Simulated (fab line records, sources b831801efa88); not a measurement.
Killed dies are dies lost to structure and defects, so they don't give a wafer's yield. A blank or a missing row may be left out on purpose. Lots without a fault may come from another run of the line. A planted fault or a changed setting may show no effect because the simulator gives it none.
Which tool did it? | flow sky130 | 11 lots, 33 wafers sampled, at 1 step of a route of 708

WHAT THE GAUGES READ, wafer by wafer
SKY_VIA1_CD_MEAS_12: target cd 150 nm.
lot  | measured     | on        | cd_nm (nm)
L614 | day 34 04:56 | cd_sem-02 | 147.4 147.8 148.6
L616 | day 34 11:56 | cd_sem-01 | 148.7 147.1 147.7
L621 | day 36 10:12 | cd_sem-02 | 154.2 153.9 154.0
L623 | day 37 08:17 | cd_sem-01 | 151.7 151.8 152.8
L626 | day 38 08:41 | cd_sem-02 | 147.3 148.9 148.7
L625 | day 38 12:20 | cd_sem-02 | 150.0 149.6 149.3
L627 | day 39 05:29 | cd_sem-01 | 147.1 147.4 147.7
L629 | day 39 07:35 | cd_sem-01 | 150.1 151.0 152.1
L630 | day 39 15:35 | cd_sem-01 | 150.4 149.3 148.5
L633 | day 40 03:41 | cd_sem-01 | 151.9 149.6 152.1
L634 | day 40 05:47 | cd_sem-02 | 149.8 151.2 147.8

WHICH TOOL RAN EACH LOT (tool, then ch and the chambers of the sampled wafers, then the start)
The record holds no process step before these readings.

THE ANSWER, worked out from the rows above alone
Rule: what is usual is taken from the lots themselves. Put in order of their means at a reading, lots are off if they are a third of the lots or fewer, leave a main group of 4 or more, and stand apart from it by a gap of 3 or more times the standard deviation of the main group's means; of several such gaps the widest counts. A main group whose means are all the same, to the digits that the tables above print for the reading, isn't used. A lot without any number at a reading at which 4 lots or more have one is off too. The other lots that the step has rows for count as sound.
No lot is off at any reading shown: from this, nothing can be told.

WHAT THE SIMULATOR HAD PUT IN
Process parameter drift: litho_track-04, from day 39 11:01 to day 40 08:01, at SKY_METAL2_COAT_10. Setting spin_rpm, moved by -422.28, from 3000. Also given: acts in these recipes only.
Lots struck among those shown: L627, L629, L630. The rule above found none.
